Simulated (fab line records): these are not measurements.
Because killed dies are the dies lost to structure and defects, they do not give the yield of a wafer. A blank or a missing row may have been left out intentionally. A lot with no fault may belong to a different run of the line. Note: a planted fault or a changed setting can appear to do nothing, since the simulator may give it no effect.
The tool behind it: which one? + flow gf180mcu + 12 lots, 36 wafers sampled, at 2 steps of a route of 602

== WHAT THE GAUGES SHOWED, per wafer ==
GF_V3_RS_MEAS_24: a four-point-probe measurement. Usual: V3_W_RS 0.323 ohm/sq, standard deviation 0.0045.
| lot  | measured     | on           | V3_W_RS (ohm/sq)  | flag |
|------|--------------|--------------|-------------------|------|
| L287 | day 22 16:02 | filmMetro-02 | 0.326 0.327 0.329 |      |
| L288 | day 23 06:10 | filmMetro-03 | 0.316 0.321 0.318 |      |
| L289 | day 23 12:53 | filmMetro-02 | 0.324 0.325 0.330 |      |
| L290 | day 24 04:40 | filmMetro-02 | 0.322 0.328 0.323 |      |
| L301 | day 27 16:49 | filmMetro-02 | 0.321 0.312 0.320 |      |
| L302 | day 28 02:39 | filmMetro-03 | 0.324 0.325 0.320 |      |
| L304 | day 28 12:17 | filmMetro-03 | 0.325 0.330 0.330 |      |
| L305 | day 28 14:32 | filmMetro-04 | 0.327 0.319 0.325 |      |
| L307 | day 29 04:48 | filmMetro-03 | 0.317 0.325 0.315 |      |
| L308 | day 29 08:36 | filmMetro-04 | 0.330 0.325 0.331 |      |
| L309 | day 29 22:15 | filmMetro-04 | 0.325 0.325 0.328 |      |
| L310 | day 30 04:32 | filmMetro-02 | 0.327 0.327 0.323 |      |

GF_V3_THK_MEAS_25: measures by xrf. Usual: V3_W_THK 365 nm, standard deviation 6.6.
| lot  | measured     | on           | V3_W_THK (nm) | flag |
|------|--------------|--------------|---------------|------|
| L287 | day 22 16:08 | filmMetro-02 | 364 364 359   |      |
| L288 | day 23 06:17 | filmMetro-03 | 375 369 372   |      |
| L289 | day 23 13:00 | filmMetro-02 | 362 363 355   |      |
| L290 | day 24 04:46 | filmMetro-02 | 366 360 366   |      |
| L301 | day 27 16:56 | filmMetro-02 | 371 383 373   |      |
| L302 | day 28 02:46 | filmMetro-03 | 368 368 374   |      |
| L304 | day 28 12:23 | filmMetro-03 | 366 361 359   |      |
| L305 | day 28 14:39 | filmMetro-04 | 359 370 360   |      |
| L307 | day 29 04:55 | filmMetro-03 | 378 368 381   |      |
| L308 | day 29 08:43 | filmMetro-04 | 351 358 353   |      |
| L309 | day 29 22:22 | filmMetro-04 | 358 358 356   |      |
| L310 | day 30 04:38 | filmMetro-02 | 364 361 367   |      |

== WHICH TOOL RAN EACH LOT (tool, then ch and the chambers of the sampled wafers, then the start) ==
The record holds no process step before these readings.

== WHAT THE TOOLS THEMSELVES READ (means of the sampled wafers that have a number; where no wafer has one, the mark that the record gives instead) ==
The record holds no such reading with a usual standard deviation.

== THE ANSWER, worked out from the rows above alone ==
Rule: lot off if the mean of its wafers having a number is beyond 3 standard deviations from the usual mean. Also off: a lot with no number at a reading for which 4 or more lots have one. Any other lot the step has rows for is counted as sound. The gauges are gone through in route order, then the tools' own readings, and for those a lot's mean is taken as printed above. The first step at which some lot is off is used, and at that step the reading that is off furthest; a lot without a number counts as furthest.
No lot is off on any of the readings shown, so nothing can be concluded from this.

== WHAT THE SIMULATOR PUT IN ==
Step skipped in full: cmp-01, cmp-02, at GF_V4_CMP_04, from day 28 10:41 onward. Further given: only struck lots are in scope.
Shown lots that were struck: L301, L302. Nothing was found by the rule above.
